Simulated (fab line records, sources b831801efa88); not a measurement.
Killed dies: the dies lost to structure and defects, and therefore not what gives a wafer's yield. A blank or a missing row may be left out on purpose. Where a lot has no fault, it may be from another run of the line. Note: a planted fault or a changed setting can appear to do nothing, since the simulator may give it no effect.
8D (eight disciplines) problem report, filled in by code || flow sky130 || the parts of the form that need people (team, actions taken, sign-off) are left out

## 1. WHAT WENT WRONG
A mean of 3524.8 W is read at SKY_VIA2_SPUTTER_20 for cathode-dc-power-W, taken on 1 wafer of 1 lot, against 4000.1 W (standard deviation 0.69) on wafers free of any fault. That is -99 or more standard deviations from the usual mean.
The step: material TiN, target thk 20 nm, time 80 s.
The first sign was on wafer L721.1 at day 40 20:31, on pvd-sputter-02. The record has a number at this step for 15 wafers belonging to 5 lots. The rule behind "out" and "out of limits": a value lying over 4 standard deviations away from the usual mean. Any other wafer with a number is counted as sound.

## 2. WHAT IT IS, AND WHAT IT ISN'T
{"question": "which readings at this step", "is": "cathode-dc-power-W", "is not": "throttle-valve-pct"}
{"question": "which lots", "is": "L721", "is not": "L709, L711, L727, L730"}
{"question": "which wafers of those lots", "is": "L721.1", "is not": "L721.2, L721.4"}
{"question": "read on which tools", "is": "pvd-sputter-02", "is not": "pvd-sputter-03, pvd-sputter-04"}
{"question": "when", "is": "from day 40 20:31", "is not": "up to then (8 sound wafers); but 6 sound wafers of L727, L730 came after"}

## 3. THE SUSPECTS, EACH WITH WHAT RULES IT OUT
Counting: a tool at a process step up to the reading stays a suspect if it ran every lot that is out. Sound lots after the first of them don't rule it out here, since some wafers of a struck lot are sound.
- rie-diel-01 at SKY_VIA2_ETCH_14 (etches BARC in N2/H2, stops on SiO2, time 45.9 s, target depth 60 nm): kept. It ran the lot that is out, L721 (day 40 19:49).
- rie-diel-01 at SKY_VIA2_ETCH_15 (etches SiO2 in C4F8/O2/Ar, stops on TiN, target depth 546 nm, time 84 s): kept. It ran the lot that is out, L721 (day 40 19:52).
- plasma-asher-02 at SKY_VIA2_STRIP_16 (strips in O2/N2): kept. It ran the lot that is out, L721 (day 40 19:55).
- pvd-sputter-02 at SKY_VIA2_SPUTTER_20 (material TiN, target thk 20 nm, time 80 s): kept. It ran the lot that is out, L721 (day 40 20:31); its last sound lot up to then is L711 (day 37 06:46). On those wafers its own readings are out: cathode-dc-power-W.
Left after counting: rie-diel-01 at SKY_VIA2_ETCH_14, rie-diel-01 at SKY_VIA2_ETCH_15, plasma-asher-02 at SKY_VIA2_STRIP_16, pvd-sputter-02 at SKY_VIA2_SPUTTER_20.

## 4. THE CAUSE (what the simulator had put in)
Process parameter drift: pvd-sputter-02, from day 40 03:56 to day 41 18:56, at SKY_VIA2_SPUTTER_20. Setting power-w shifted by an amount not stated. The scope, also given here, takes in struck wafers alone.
Counting left 4 suspects, and this tool is among them.

## 5. THE EFFECT CHAIN, in route order
Each row: a reading whose mean over the struck wafers that have a number lies more than 3 standard deviations from the usual. Scope: only readings with a usual standard deviation given in the record; hours: median across lots of the time from each lot's start at the first step in this table that gives one to its start at this step; sigmas: change in usual standard deviations.
{"hours": 0, "step": "SKY_VIA2_SPUTTER_20", "reading": "cathode-dc-power-W", "usual": "4000.1 W", "on struck wafers": 3524.8, "change": -475.3, "sigmas": "-99 or more"}
Its process steps:
- SKY_VIA2_SPUTTER_20: material TiN, target thk 20 nm, time 80 s.

## 6. WHAT WOULD HAVE CAUGHT IT SOONER
In this record no reading fell out of limits until day 40 20:31, 17 hours after the fault had begun at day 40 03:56.
